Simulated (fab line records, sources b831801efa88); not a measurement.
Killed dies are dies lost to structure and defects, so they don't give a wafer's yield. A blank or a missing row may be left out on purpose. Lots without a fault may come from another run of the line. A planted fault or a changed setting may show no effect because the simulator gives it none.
fab line records | flow sky130
record lots=6 wafers=16 last_day=49
route steps=708 shown VIA3@591 METAL4@598 CAP2M@603 PAD_OPEN@708
lots that met no fault: from a run of the same line without faults
start_h: hours from the record's first day to the start of the lot's first wafer shown | wait_h: hours since the lot's step before | " the same as in the row above | L1.1+2: a row that stands for several wafers | - no value, or no start given | * or withheld: withheld | < > ~ a bound
route shown NAME@n: a module of which the file shows steps, and the number in the route of the first | usual: mean/standard deviation of fault-free wafers | same: alike in all rows | chamber/n: place in a boat | sites: the reading at each site | _std_site: their standard deviation | _edge_site: outer sites' mean less inner sites' | radius_mm: how far each site lies from the wafer's centre | mask NAME#n: copy n | behind: the tool/chamber that last shaped the wafer | hold: why the lot was held/for how many hours/how that ended | device: the transistor (n, p or np) that didn't switch | end of line: the same wafers' tests at the end of the route | a step without rows: its recipe alone | killed: dies lost to structure and defects at the first sort, not the wafer's yield | map: a wafer's dies, x killed, . not, _ none there
set.NAME: the setting as run; set.NAME@STEP: as run at that earlier step | model.NAME: the simulator's own value behind a step, which no gauge read
lots at some steps of the route; a table a step, a row a wafer
services: from which hour (start_h, from the record's first day; less than 0 if before it) a tool's chamber was out of use, for how many hours, and why
## steps
# step SKY_VIA3_CLEAN_18
# recipe chemistry=IPA time_s=180 temp_c=25
# step SKY_VIA3_CLEAN_19
# recipe chemistry=O3/DIW dry=n2_spin
# step SKY_VIA3_SPUTTER_20
# recipe material=TiN target_thk_nm=20 chamber_pressure_pa=5 power_w=4000 time_s=80
# usual throttle_valve_pct=30.3/1.2
# columns lot.wafer tool chamber start_h wait_h throttle_valve_pct
L920.1 pvd_sputter-03 - 963.32 0.0 29.9
L920.2 " - " " 31.5
L920.4 " - " " 29.2
L923.2 pvd_sputter-01 - 964.75 0.0 32.1
L923.5 " - " " 30.3
L923.6 " - " " 29.4
L922.3 pvd_sputter-04 - 973.81 0.0 28.8
L922.5 " - " " 31.4
L922.6 " - " " 31.0
L924.1 pvd_sputter-04 - 983.65 0.0 28.5
L924.2 " - " " 30.7
L924.3 " - " " 32.0
L927.1 pvd_sputter-04 - 994.02 0.0 30.7
L936.2 pvd_sputter-03 - 1050.21 0.0 30.0
L936.5 " - " " 32.1
L936.6 " - " " 28.0
# step SKY_VIA3_CVD_21
# recipe material=W target_thk_nm=390 time_s=117.31 temp_c=400 pressure_torr=40
# step SKY_VIA3_RS_MEAS_22
# recipe thk_meas_gauge=four-point-probe reads=W_of_VIA3_CVD_21+TiN_of_VIA3_SPUTTER_20
# usual VIA3_W_RS=0.292/0.0036
# columns lot.wafer tool chamber start_h wait_h VIA3_W_RS[ohm/sq]
L920.1 film_metro-02 - 963.50 0.1 0.301
L920.2 " - " " 0.295
L920.4 " - " " 0.297
L923.2 film_metro-02 - 964.95 0.1 0.298
L923.5 " - " " 0.297
L923.6 " - " " 0.289
L922.3 film_metro-01 - 974.04 0.1 0.287
L922.5 " - " " 0.294
L922.6 " - " " 0.288
L924.1 film_metro-01 - 983.83 0.1 0.299
L924.2 " - " " 0.291
L924.3 " - " " 0.298
L927.1 film_metro-01 - 994.21 0.1 0.290
L936.2 film_metro-02 - 1050.41 0.1 0.288
L936.5 " - " " 0.290
L936.6 " - " " 0.290
# step SKY_VIA3_THK_MEAS_23
# recipe thk_meas_gauge=xrf reads=W_of_VIA3_CVD_21
# usual VIA3_W_THK=403/7.6
# columns lot.wafer tool chamber start_h wait_h VIA3_W_THK[nm]
L920.1 film_metro-02 - 963.62 0.1 389
L920.2 " - " " 397
L920.4 " - " " 394
L923.2 film_metro-02 - 965.06 0.1 389
L923.5 " - " " 395
L923.6 " - " " 405
L922.3 film_metro-01 - 974.14 0.1 410
L922.5 " - " " 399
L922.6 " - " " 410
L924.1 film_metro-01 - 983.95 0.1 390
L924.2 " - " " 406
L924.3 " - " " 393
L927.1 film_metro-01 - 994.33 0.1 404
L936.2 film_metro-02 - 1050.52 0.1 407
L936.5 " - " " 410
L936.6 " - " " 404
# step SKY_VIA3_CMP_24
# recipe stop_on=SiO2 t_overpolish_s=20 down_force_psi=3.5 platen_rpm=60 target_thk_nm=0 pad_velocity_m_s=0.94248
# usual motor_current_A=10.9/0.85 overpolish_run_s=20.001/0.009 time_to_endpoint_s=96/3.9
# columns lot.wafer tool chamber start_h wait_h motor_current_A overpolish_run_s time_to_endpoint_s
L920.1 cmp-01 0 963.95 0.3 11.4 19.994 94
L920.4 " 1 " " 10.2 19.991 99
L920.2 " 2 " " 11.3 19.998 97
L923.2 cmp-01 1 965.45 0.4 10.0 20.011 94
L923.5 " 2 " " 11.5 19.998 96
L923.6 " 3 " " 9.4 19.985 102
L922.3 cmp-02 3 974.33 0.2 11.9 20.011 95
L922.5 " 0 " " 11.0 20.005 99
L922.6 " 1 " " 10.7 19.990 94
L924.2 cmp-02 0 984.01 0.0 11.3 19.987 91
L924.3 " 1 " " 11.4 20.010 85
L924.1 " 2 " " 10.3 20.005 93
L927.1 cmp-01 1 994.49 0.1 10.4 19.977 100
L936.2 cmp-01 2 1050.62 0.1 11.4 20.000 102
L936.5 " 1 " " 10.3 20.000 102
L936.6 " 2 " " 11.6 20.003 95
# step SKY_METAL4_SPUTTER_00
# recipe material=Ti target_thk_nm=15 power_w=3000 time_s=10 chamber_pressure_pa=0.4
# step SKY_METAL4_SPUTTER_01
# recipe material=TiN target_thk_nm=20 power_w=6500 time_s=16.7 chamber_pressure_pa=0.4
# usual throttle_valve_pct=30.1/1
# columns lot.wafer tool chamber start_h wait_h throttle_valve_pct
L920.1 pvd_sputter-01 - 964.22 0.0 29.7
L920.2 " - " " 30.9
L920.4 " - " " 30.6
L923.2 pvd_sputter-03 - 965.63 0.0 29.1
L923.5 " - " " 28.4
L923.6 " - " " 29.9
L922.3 pvd_sputter-02 - 974.50 0.0 29.2
L922.5 " - " " 29.5
L922.6 " - " " 31.4
L924.1 pvd_sputter-03 - 984.33 0.0 29.6
L924.2 " - " " 31.9
L924.3 " - " " 29.2
L927.1 pvd_sputter-02 - 994.71 0.0 29.3
L936.2 pvd_sputter-02 - 1050.90 0.0 30.6
L936.5 " - " " 30.4
L936.6 " - " " 29.2
# step SKY_METAL4_SPUTTER_02
# recipe material=AlCu target_thk_nm=735 power_w=10600 time_s=39.1 chamber_pressure_pa=0.4
# usual throttle_valve_pct=30.1/1.1
# columns lot.wafer tool chamber start_h wait_h throttle_valve_pct
L920.1 pvd_sputter-01 - 964.25 0.0 29.5
L920.2 " - " " 31.0
L920.4 " - " " 30.5
L923.2 pvd_sputter-03 - 965.65 0.0 29.0
L923.5 " - " " 28.5
L923.6 " - " " 30.0
L922.3 pvd_sputter-02 - 974.52 0.0 29.4
L922.5 " - " " 29.1
L922.6 " - " " 31.3
L924.1 pvd_sputter-03 - 984.36 0.0 29.9
L924.2 " - " " 32.1
L924.3 " - " " 29.1
L927.1 pvd_sputter-02 - 994.73 0.0 29.4
L936.2 pvd_sputter-02 - 1050.92 0.0 30.6
L936.5 " - " " 30.5
L936.6 " - " " 29.5
# step SKY_METAL4_SPUTTER_03
# recipe material=Ti target_thk_nm=5 power_w=3000 time_s=3.3 chamber_pressure_pa=0.4
# usual throttle_valve_pct=30.1/1.1
# columns lot.wafer tool chamber start_h wait_h throttle_valve_pct
L920.1 pvd_sputter-01 - 964.29 0.0 29.9
L920.2 " - " " 30.7
L920.4 " - " " 30.5
L923.2 pvd_sputter-03 - 965.69 0.0 29.1
L923.5 " - " " 28.4
L923.6 " - " " 29.7
L922.3 pvd_sputter-02 - 974.56 0.0 29.2
L922.5 " - " " 29.3
L922.6 " - " " 30.9
L924.1 pvd_sputter-03 - 984.40 0.0 29.6
L924.2 " - " " 31.7
L924.3 " - " " 29.1
L927.1 pvd_sputter-02 - 994.77 0.0 29.2
L936.2 pvd_sputter-02 - 1050.96 0.0 30.3
L936.5 " - " " 30.7
L936.6 " - " " 29.4
# step SKY_METAL4_SPUTTER_04
# recipe material=TiN target_thk_nm=70 power_w=6500 time_s=58.3 chamber_pressure_pa=0.4
# step SKY_CAP2M_CVD_00
# recipe material=SiO2 target_thk_nm=15.5 temp_c=400 time_s=withheld rf_w=450
# usual heater_power_w=760/94
# columns lot.wafer tool chamber start_h wait_h heater_power_w
L920.1 pecvd-03 1 964.35 0.0 815
L920.2 " 0 " " 857
L920.4 " 2 " " 661
L923.2 pecvd-04 0 965.76 0.0 835
L923.5 " 2 " " 657
L923.6 " 1 " " 888
L922.3 pecvd-03 0 974.63 0.0 846
L922.5 " 0 " " 836
L922.6 " 1 " " 761
L924.1 pecvd-01 1 984.46 0.0 716
L924.2 " 2 " " 622
L924.3 " 0 " " 826
L927.1 pecvd-03 1 994.84 0.0 809
L936.2 pecvd-04 0 1051.03 0.0 975
L936.5 " 0 " " 784
L936.6 " 1 " " 764
# step SKY_CAP2M_THK_MEAS_01
# recipe reads=SiO2_of_CAP2M_CVD_00
# usual CAP2M_CVD_00_THK=15.47/0.24
# columns lot.wafer tool chamber start_h wait_h CAP2M_CVD_00_THK[nm]
L920.1 film_metro-04 - 964.40 - 15.42
L920.2 " - " " 15.26
L920.4 " - " " 15.66
L923.2 film_metro-03 - 965.79 - 15.43
L923.5 " - " " 15.20
L923.6 " - " " 15.33
L922.3 film_metro-04 - 974.67 - 15.22
L922.5 " - " " 15.62
L922.6 " - " " 13.94
L924.1 film_metro-03 - 984.49 - 14.97
L924.2 " - " " 15.50
L924.3 " - " " 15.33
L927.1 film_metro-03 - 994.86 - 13.67
L936.2 film_metro-03 - 1051.06 - 15.27
L936.5 " - " " 15.45
L936.6 " - " " 15.80
# step SKY_CAP2M_SPUTTER_02
# recipe material=TiN target_thk_nm=200 temp_c=300 power_w=6500 time_s=166.7 chamber_pressure_pa=0.4
# step SKY_CAP2M_RS_MEAS_03
# recipe thk_meas_gauge=four-point-probe reads=TiN_of_CAP2M_SPUTTER_02
# usual CAP2M_TIN_RS=6.90/0.067
# columns lot.wafer tool chamber start_h wait_h CAP2M_TIN_RS[ohm/sq]
L920.1 film_metro-03 - 964.57 0.1 6.91
L920.2 " - " " 7.01
L920.4 " - " " 6.97
L923.2 film_metro-02 - 965.97 0.1 7.05
L923.5 " - " " 7.03
L923.6 " - " " 6.97
L922.3 film_metro-02 - 974.86 0.1 6.90
L922.5 " - " " 6.96
L922.6 " - " " 6.91
L924.1 film_metro-04 - 984.66 0.1 6.83
L924.2 " - " " 6.87
L924.3 " - " " 7.02
L927.1 film_metro-03 - 995.03 0.1 6.82
L936.2 film_metro-02 - 1051.24 0.1 6.97
L936.5 " - " " 6.90
L936.6 " - " " 6.90
# step SKY_CAP2M_THK_MEAS_04
# recipe thk_meas_gauge=xrf reads=TiN_of_CAP2M_SPUTTER_02
# usual CAP2M_TIN_THK=203.2/1.9
# columns lot.wafer tool chamber start_h wait_h CAP2M_TIN_THK[nm]
L920.1 film_metro-03 - 964.69 0.1 204.6
L920.2 " - " " 202.4
L920.4 " - " " 202.9
L923.2 film_metro-02 - 966.08 0.1 198.9
L923.5 " - " " 198.6
L923.6 " - " " 200.8
L922.3 film_metro-02 - 974.96 0.1 203.5
L922.5 " - " " 200.2
L922.6 " - " " 202.7
L924.1 film_metro-04 - 984.78 0.1 207.1
L924.2 " - " " 205.5
L924.3 " - " " 201.1
L927.1 film_metro-03 - 995.15 0.1 206.4
L936.2 film_metro-02 - 1051.35 0.1 201.0
L936.5 " - " " 202.3
L936.6 " - " " 202.4
# step SKY_CAP2M_DEHYDRATE_05
# recipe temp_c=200 time_s=60
# step SKY_CAP2M_HMDS_06
# recipe prime_time_s=60 prime_temp_c=120
# step SKY_CAP2M_COAT_07
# recipe resist=NOVOLAK spin_rpm=3000 resist_thk_nm=1140
# step SKY_CAP2M_SOFTBAKE_08
# recipe temp_c=90 time_s=60 resist=NOVOLAK
# step SKY_CAP2M_EXPOSE_09
# recipe mask_id=CAP2M na=0.6 source_shape=conventional sigma_outer=0.6 polarization=unpolarized target_cd_nm=1000 dose_mj=159
# step SKY_CAP2M_PEB_10
# recipe temp_c=withheld time_s=* resist=NOVOLAK
# step SKY_CAP2M_DEVELOP_11
# recipe resist=NOVOLAK developer=TMAH develop_time_s=60 dev_temp_c=23
# step SKY_CAP2M_OVL_MEAS_12
# usual CAP2M_OVL=-0.7/1.5
# columns lot.wafer tool chamber start_h wait_h CAP2M_OVL[nm]
L920.1 overlay-01 - 988.19 0.1 -3.7
L920.2 " - " " -1.3
L920.4 " - " " -1.5
L923.2 overlay-01 - 989.31 0.1 -1.4
L923.5 " - " " -0.1
L923.6 " - " " -0.8
L922.3 overlay-02 - 998.16 0.1 2.0
L922.5 " - " " 1.5
L922.6 " - " " 0.1
L924.1 overlay-01 - 1007.84 0.1 -1.3
L924.2 " - " " -2.8
L924.3 " - " " -1.8
L927.1 overlay-01 - 1017.60 0.1 -0.1
L936.2 overlay-01 - 1072.71 0.1 -2.3
L936.5 " - " " 3.2
L936.6 " - " " 1.5
# step SKY_CAP2M_METAL_ETCH_13
# recipe target_depth_nm=220 stop_on=SiO2 chemistry=Cl2/BCl3 target=TiN pressure_mtorr=10 icp_w=900 bias_w=48.5 Cl2_flow_sccm=60 bcl3_flow_sccm=30 time_s=62.9
# step SKY_CAP2M_STRIP_14
# recipe chemistry=O2/N2 power_w=1400 pressure_mtorr=1500 platen_temp_c=withheld o2_flow_sccm=3125 n2_flow_sccm=300 overash_fraction=0.5
# step SKY_CAP2M_STRIP_15
# recipe chemistry=post_etch_residue_remover time_s=1200 temp_c=72.5
# step SKY_CAP2M_CLEAN_16
# recipe chemistry=IPA time_s=180 temp_c=25
# step SKY_CAP2M_CLEAN_17
# recipe chemistry=O3/DIW dry=n2_spin
# step SKY_METAL4_DEHYDRATE_05
# recipe temp_c=200 time_s=60
# step SKY_METAL4_HMDS_06
# recipe prime_time_s=60 prime_temp_c=120
# step SKY_METAL4_COAT_07
# recipe resist=BARC temp_c=withheld time_s=withheld spin_rpm=3000 resist_thk_nm=60
# step SKY_METAL4_COAT_08
# recipe resist=KrF-thick spin_rpm=3000 resist_thk_nm=1140
# step SKY_METAL4_SOFTBAKE_09
# recipe temp_c=100 time_s=90 resist=KrF-thick
# step SKY_METAL4_EXPOSE_10
# recipe mask_id=MM4 na=0.68 source_shape=annular sigma_inner=0.4 sigma_outer=0.8 target_cd_nm=300 dose_mj=28
# step SKY_METAL4_PEB_11
# recipe peb_temp_c=withheld peb_time_s=withheld resist=KrF-thick
# step SKY_METAL4_DEVELOP_12
# recipe develop_time_s=60 resist=KrF-thick dev_temp_c=21
# step SKY_METAL4_CD_MEAS_13
# recipe target_cd_nm=300
# usual cd_nm=300.3/1.4
# columns lot.wafer tool chamber start_h wait_h cd_nm
L920.1 cd_sem-02 - 1011.85 - 301.5
L920.2 " - " " 301.7
L920.4 " - " " 300.1
L923.2 cd_sem-02 - 1013.51 - 299.1
L923.5 " - " " 299.8
L923.6 " - " " 301.2
L922.3 cd_sem-02 - 1022.49 - 302.1
L922.5 " - " " 302.0
L922.6 " - " " 301.5
L924.1 cd_sem-01 - 1029.75 - 299.1
L924.2 " - " " 300.6
L924.3 " - " " 298.7
L927.1 cd_sem-01 - 1040.50 - 300.3
L936.2 cd_sem-02 - 1094.47 - 302.0
L936.5 " - " " 300.8
L936.6 " - " " 300.4
# step SKY_METAL4_OVL_MEAS_14
# usual METAL4_OVL=3/5.9
# columns lot.wafer tool chamber start_h wait_h METAL4_OVL[nm]
L920.1 overlay-01 - 1011.97 0.1 6
L920.2 " - " " -4
L920.4 " - " " 2
L923.2 overlay-01 - 1013.62 0.1 5
L923.5 " - " " -3
L923.6 " - " " 4
L922.3 overlay-02 - 1022.58 0.1 -3
L922.5 " - " " 5
L922.6 " - " " 5
L924.1 overlay-02 - 1029.87 0.1 2
L924.2 " - " " 6
L924.3 " - " " 7
L927.1 overlay-02 - 1040.62 0.1 15
L936.2 overlay-01 - 1094.58 0.1 1
L936.5 " - " " 1
L936.6 " - " " 2
# step SKY_METAL4_DESCUM_15
# recipe chemistry=O2 source_power_w=150 bias_power_w=0 pressure_mtorr=10 temp_c=40 time_s=8
# step SKY_METAL4_ETCH_16
# recipe chemistry=N2/H2 target=BARC ion_energy_ev=200 bias_w=100 pressure_mtorr=30 n2_flow_sccm=100 h2_flow_sccm=200 icp_w=500 stop_on=SiO2 time_s=85.54 target_depth_a=600
# step SKY_METAL4_ETCH_17
# recipe target=SiO2 stop_on=TiN chemistry=C4F8/O2/Ar source_w=1500 bias_w=1200 pressure_mtorr=40 c4f8_flow_sccm=withheld O2_flow_sccm=6 Ar_flow_sccm=300 time_s=3.9 target_depth_a=150
# usual oes_product_au=0.753/0.0073
# columns lot.wafer tool chamber start_h wait_h oes_product_au
L920.1 rie_diel-02 1 1012.13 0.1 0.749
L920.2 " 0 " " 0.745
L920.4 " 2 " " 0.753
L923.2 rie_diel-02 3 1013.78 0.1 0.754
L923.5 " 2 " " 0.750
L923.6 " 1 " " 0.751
L922.3 rie_diel-03 3 1022.73 0.0 0.754
L922.5 " 2 " " 0.755
L922.6 " 1 " " 0.713
L924.1 rie_diel-01 3 1030.03 0.1 0.741
L924.2 " 0 " " 0.756
L924.3 " 2 " " 0.752
L927.1 rie_diel-02 2 1040.78 0.1 0.705
L936.2 rie_diel-01 3 1094.74 0.1 0.757
L936.5 " 3 " " 0.758
L936.6 " 0 " " 0.757
# step SKY_PAD_OPEN_PROBE_99
# usual defect_limited_yield=82.2/1.9 killed_at_M0_to_M3=44/6.7 killed_at_M4_up=3.1/1.8 killed_at_contacts=24/5.1 killed_at_front_end=16/4.7 killed_at_other=0.3/0.59 killed_dies=88/9.6 killed_open=48/7.3 killed_short=39/6.5
# same gross_dies=492 killed_at_back_side=0
# columns lot.wafer tool chamber start_h wait_h defect_limited_yield[%] killed_at_M0_to_M3 killed_at_M4_up killed_at_contacts killed_at_front_end killed_at_other killed_dies killed_open killed_short model.etest.tester.sort_n_pass model.etest.tester.sort_bin_5_pct model.etest.tester.sort_yield_pct model.etest.cap_mim2.c_ff_um2_rim_less_centre model.etest.tester.sort_bin_8_pct model.etest.tester.sort_bin_4_pct
L923.2 prober-02 - 1105.82 0.1 82.5 36 5 26 18 1 86 46 40 406 9.959 82.52 -0.01726 0 0
L923.5 prober-02 - 1105.97 0.2 84.3 40 1 18 17 1 77 38 39 415 9.35 84.35 -0.007609 0 0
L923.6 prober-02 - 1106.02 0.2 82.9 37 2 20 23 2 84 48 34 408 10.98 82.93 -0.01282 0 0
L920.1 prober-01 - 1105.94 0.1 80.3 56 1 29 11 0 97 49 48 395 10.16 80.28 0.006081 0 0
L920.2 prober-01 - 1105.99 0.1 80.1 51 4 29 14 0 98 50 48 394 10.98 80.08 -0.04039 0 0
L920.4 prober-01 - 1106.09 0.2 78.9 49 2 26 27 0 104 60 43 388 13.41 78.86 0.01544 0 0
L922.3 prober-01 - 1115.24 0.2 79.9 43 2 33 21 0 99 50 49 393 12.6 79.88 0.03671 0 0
L922.5 prober-01 - 1115.34 0.2 84.3 33 3 24 17 0 77 35 42 415 9.553 84.35 -0.01427 0 0
L922.6 prober-01 - 1115.39 0.2 83.3 30 6 29 17 0 82 37 45 357 19.92 72.56 0.7654 1.877e-09 8.673e-15
L924.1 prober-01 - 1121.46 0.1 78.9 50 1 28 25 0 104 55 48 388 14.02 78.86 0.007267 0 0
L924.2 prober-01 - 1121.51 0.1 81.5 47 2 22 20 0 91 55 35 401 11.18 81.5 0.03447 0 0
L924.3 prober-01 - 1121.56 0.2 77.2 51 3 31 27 0 112 64 48 380 14.02 77.24 0.05154 0 0
L927.1 prober-01 - 1131.27 0.1 83.3 35 8 24 15 0 82 45 37 352 20.12 71.54 0.7913 1.199e-06 0
L936.2 prober-02 - 1177.86 0.1 79.9 50 3 25 21 0 99 59 40 393 13.41 79.88 0.01033 0 0
L936.5 prober-02 - 1178.01 0.2 80.5 51 3 22 20 0 96 53 42 396 11.99 80.49 0.01255 0 0
L936.6 prober-02 - 1178.06 0.2 81.1 50 5 26 11 1 93 52 41 399 10.77 81.1 0.01131 0 0
# killed by level:class
L923.2 CONTACT:geometric_particle:open=12 LI_CONTACT:geometric_particle:open=9 POLY_GATE:geometric_particle:short=7 VIA2:geometric_particle:open=7 VIA1:geometric_particle:open=7 METAL4:geometric_particle:short=5 METAL1:geometric_particle:short=4 METAL2:geometric_particle:short=4
L920.1 CONTACT:geometric_particle:open=10 METAL2:geometric_particle:short=10 METAL1:geometric_particle:short=9 VIA2:geometric_particle:open=9 VIA1:geometric_particle:open=8 LI_CONTACT:geometric_particle:open=7 VIA3:geometric_particle:open=7 CONTACT:geometric_particle:short=5
L923.5 VIA1:geometric_particle:open=8 CONTACT:geometric_particle:open=6 VIA3:geometric_particle:open=6 FIELD_ISO:geometric_particle:short=5 VIA1:geometric_particle:short=5 VIA2:geometric_particle:short=5 METAL1:geometric_particle:short=4 VIA2:geometric_particle:open=4
L920.2 VIA1:geometric_particle:open=13 METAL1:geometric_particle:short=9 LI_CONTACT:geometric_particle:open=8 LOCAL_INTERCONNECT:geometric_particle:short=8 METAL2:geometric_particle:short=7 VIA3:geometric_particle:open=7 CONTACT:geometric_particle:open=6 CONTACT:geometric_particle:short=3
L923.6 VIA1:geometric_particle:open=9 FIELD_ISO:geometric_particle:short=8 LI_CONTACT:geometric_particle:open=8 VIA3:geometric_particle:open=7 FIELD_ISO:geometric_particle:open=6 VIA2:geometric_particle:open=6 CONTACT:geometric_particle:short=5 CONTACT:geometric_particle:open=5
L920.4 VIA2:geometric_particle:open=12 LI_CONTACT:geometric_particle:open=9 CONTACT:geometric_particle:open=9 METAL1:geometric_particle:short=9 POLY_GATE:geometric_particle:open=8 VIA3:geometric_particle:open=6 VIA1:geometric_particle:open=6 SPACER:geometric_particle:open=5
L922.3 CONTACT:geometric_particle:open=14 VIA1:geometric_particle:open=9 FIELD_ISO:geometric_particle:short=7 CONTACT:geometric_particle:short=7 FIELD_ISO:geometric_particle:open=6 VIA3:geometric_particle:open=5 VIA2:geometric_particle:short=5 METAL3:geometric_particle:short=5
L922.5 CONTACT:geometric_particle:open=9 VIA1:geometric_particle:open=7 METAL1:geometric_particle:short=6 POLY_GATE:geometric_particle:short=5 LOCAL_INTERCONNECT:geometric_particle:short=5 VIA3:geometric_particle:open=5 FIELD_ISO:geometric_particle:open=4 SPACER:geometric_particle:short=4
L922.6 CONTACT:geometric_particle:short=10 CONTACT:geometric_particle:open=10 VIA1:geometric_particle:open=7 POLY_GATE:geometric_particle:open=6 METAL1:geometric_particle:short=6 LOCAL_INTERCONNECT:geometric_particle:short=5 METAL2:geometric_particle:short=5 FIELD_ISO:geometric_particle:short=4
L924.1 VIA1:geometric_particle:open=16 CONTACT:geometric_particle:open=10 VIA3:geometric_particle:open=9 POLY_GATE:geometric_particle:open=8 CONTACT:geometric_particle:short=7 METAL1:geometric_particle:short=6 METAL3:geometric_particle:short=6 FIELD_ISO:geometric_particle:short=5
L924.2 VIA1:geometric_particle:open=12 CONTACT:geometric_particle:open=8 VIA3:geometric_particle:open=8 LI_CONTACT:geometric_particle:open=7 FIELD_ISO:geometric_particle:short=6 METAL2:geometric_particle:short=6 FIELD_ISO:geometric_particle:open=5 VIA1:geometric_particle:short=5
L924.3 CONTACT:geometric_particle:open=10 VIA1:geometric_particle:open=10 VIA3:geometric_particle:open=9 FIELD_ISO:geometric_particle:open=8 POLY_GATE:geometric_particle:open=8 METAL1:geometric_particle:short=7 LOCAL_INTERCONNECT:geometric_particle:short=7 VIA1:geometric_particle:short=7
L927.1 VIA1:geometric_particle:open=12 CONTACT:geometric_particle:open=9 LOCAL_INTERCONNECT:geometric_particle:short=8 FIELD_ISO:geometric_particle:open=6 VIA2:geometric_particle:open=5 VIA2:geometric_particle:short=5 METAL4:geometric_particle:short=5 FIELD_ISO:geometric_particle:short=4
L936.2 VIA1:geometric_particle:open=22 LI_CONTACT:geometric_particle:open=9 VIA1:geometric_particle:short=8 CONTACT:geometric_particle:short=7 FIELD_ISO:geometric_particle:short=6 FIELD_ISO:geometric_particle:open=6 CONTACT:geometric_particle:open=6 VIA2:geometric_particle:open=5
L936.5 CONTACT:geometric_particle:open=11 VIA1:geometric_particle:open=11 VIA2:geometric_particle:open=7 METAL2:geometric_particle:short=7 VIA3:geometric_particle:short=6 METAL1:geometric_particle:short=5 VIA3:geometric_particle:open=5 CONTACT:geometric_particle:short=4
L936.6 VIA1:geometric_particle:open=12 CONTACT:geometric_particle:open=12 VIA3:geometric_particle:open=7 LI_CONTACT:geometric_particle:open=7 METAL2:geometric_particle:short=6 METAL1:geometric_particle:short=5 FIELD_ISO:geometric_particle:open=4 METAL3:geometric_particle:short=4
## services
# columns tool chamber start_h hours kind
pvd_sputter-03 - 939.55 3.3 repair
rie_diel-02 2 941.32 6.2 repair
cmp-01 - 943.71 1.0 repair
cmp-01 - 947.10 3.8 repair
cmp-02 - 951.06 21.4 pm
rie_diel-02 3 967.10 8.3 repair
rie_diel-03 3 975.32 7.8 repair
pecvd-04 - 984.32 0.6 repair
rie_diel-03 3 987.66 3.5 repair
cmp-02 - 990.19 1.6 repair
rie_diel-03 1 997.41 16.0 repair
pvd_sputter-02 - 1008.85 1.6 repair
cmp-02 - 1011.68 4.4 pm
rie_diel-02 3 1014.20 1.8 repair
pecvd-01 - 1014.23 2.3 repair
cmp-01 - 1014.27 4.6 repair
rie_diel-03 3 1025.41 14.9 repair
pecvd-04 - 1035.50 2.8 pm
pvd_sputter-01 - 1040.28 6.3 repair
rie_diel-01 2 1047.04 2.9 repair
cmp-01 - 1052.83 3.3 repair
cmp-02 - 1084.44 4.0 pm
rie_diel-02 3 1086.40 4.4 repair
cmp-01 - 1088.62 6.0 pm
## key
first_sign step=SKY_CAP2M_THK_MEAS_01 reading=CAP2M_CVD_00_THK direction=down sigmas=7 usual=15.47 struck=13.80
effect step=SKY_METAL4_ETCH_17 reading=oes_product_au direction=down sigmas=6.1 usual=0.753 struck=0.709
model_effect step=SKY_PAD_OPEN_PROBE_99 value=etest.tester.sort_n_pass without=410 struck=354.5
met_at SKY_CAP2M_CVD_00
struck_wafers L922.6,L927.1
onset_between 964.35 974.63
earlier_fault kind=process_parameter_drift tool=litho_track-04 chamber=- onset_h=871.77 steps=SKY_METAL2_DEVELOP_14 channel=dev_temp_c offset=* shape=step end_h=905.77 acts_in=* stated=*
fault kind=site_profile_drift tool=pecvd-03 chamber=1 onset_h=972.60 steps=SKY_CAP2M_CVD_00 basis=fraction max_abs_drift=0.23309 slope_share_per_hr=51.797 site_pattern=0,0,0,0,0,-1,-1,-1,-1
